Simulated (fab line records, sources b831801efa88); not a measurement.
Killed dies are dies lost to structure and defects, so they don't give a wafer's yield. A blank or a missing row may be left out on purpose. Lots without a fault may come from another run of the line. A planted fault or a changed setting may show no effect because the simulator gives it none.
Problem report in the 8D (eight disciplines) form, filled by code | flow sky130 | the parts of the form that need people (team, actions taken, sign-off) are left out

1. THE PROBLEM
bias_w at SKY_CONTACT_ETCH_18 reads a mean of 302.5 W on 2 wafers of 1 lot; wafers without a fault read 200.0 W with a standard deviation of 0.57. That is +99 or more standard deviations from the usual mean.
The step: etches Si3N4 in CHF3/O2, stops on TiN, time 39 s, target depth 75 nm.
First seen on wafer L561.4, day 36 16:00, on rie_diel-01. The record holds 15 wafers of 5 lots with a number at this step. Rule for "out", or "out of limits": more than 4 standard deviations from the usual mean. The other wafers with a number count as sound.

2. WHAT IT IS AND WHAT IT IS NOT
question                    | is                | is not
which readings at this step | bias_w            | drypump_motor_current_A, oes_product_au
which lots                  | L561              | L551, L557, L565, L567
which wafers of those lots  | L561.4, L561.6    | L561.5
read on which tools         | rie_diel-01       | rie_diel-03, rie_diel-04
when                        | from day 36 16:00 | up to then (7 sound wafers); but 6 sound wafers of L565, L567 came after

3. SUSPECTS, AND WHAT RULES EACH OUT
Counting: a tool at a process step up to the reading stays a suspect if it ran every lot that is out. Sound lots after the first of them don't rule it out here, since some wafers of a struck lot are sound.
- rie_diel-01 at SKY_CONTACT_ETCH_16 (etches BARC in N2/H2, stops on SiO2, time 45.9 s, target depth 60 nm): kept. It ran the lot that is out, L561 (day 36 16:39); its last sound lot up to then is L551 (day 34 01:45).
- rie_diel-01 at SKY_CONTACT_ETCH_17 (etches SiO2 in C4F8/O2/Ar, stops on Si3N4, target depth 340 nm): kept. It ran the lot that is out, L561 (day 36 16:42); its last sound lot up to then is L551 (day 34 01:48).
- rie_diel-01 at SKY_CONTACT_ETCH_18 (etches Si3N4 in CHF3/O2, stops on TiN, time 39 s, target depth 75 nm): kept. It ran the lot that is out, L561 (day 36 16:00); its last sound lot up to then is L551 (day 34 01:00). Its own readings are out on those wafers: bias_w.
- Within rie_diel-01 at SKY_CONTACT_ETCH_16: the wafers that are out ran in chamber 2; their sound lot-mates ran in chamber 1.
- Within rie_diel-01 at SKY_CONTACT_ETCH_17: the wafers that are out ran in chamber 2; their sound lot-mates ran in chamber 1.
- Within rie_diel-01 at SKY_CONTACT_ETCH_18: the wafers that are out ran in chamber 2; their sound lot-mates ran in chamber 1.
Left after counting: rie_diel-01 at SKY_CONTACT_ETCH_16, rie_diel-01 at SKY_CONTACT_ETCH_17, rie_diel-01 at SKY_CONTACT_ETCH_18.

4. THE CAUSE (what the simulator had put in)
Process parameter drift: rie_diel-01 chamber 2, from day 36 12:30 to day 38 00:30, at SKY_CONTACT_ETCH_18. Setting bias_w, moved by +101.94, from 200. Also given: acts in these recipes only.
Counting left 3 suspects, and this tool is among them.

5. THE CHAIN OF EFFECTS, in route order
Each row: a reading whose mean over the struck wafers that have a number lies more than 3 standard deviations from the usual. Only readings for which the record gives a usual standard deviation are gone through. hours: the time from each lot's start at the first step in this table that gives one to its start at this step, as a median over the lots. sigmas: the change in usual standard deviations.
hours | step                 | reading                  | usual   | on struck wafers | change | sigmas
0     | SKY_CONTACT_ETCH_18  | bias_w                   | 200.0 W | 302.5            | +102.5 | +99 or more
1     | SKY_CONTACT_STRIP_19 | strip_time_to_endpoint_s | 3.61 s  | 3.46             | -0.15  | -4.8
The process steps in it:
- SKY_CONTACT_ETCH_18: etches Si3N4 in CHF3/O2, stops on TiN, time 39 s, target depth 75 nm.
- SKY_CONTACT_STRIP_19: strips in O2/N2.

6. WHAT WOULD HAVE CAUGHT IT SOONER
In this record the first reading out of limits was taken at day 36 16:00, 4 hours after the fault began at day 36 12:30.
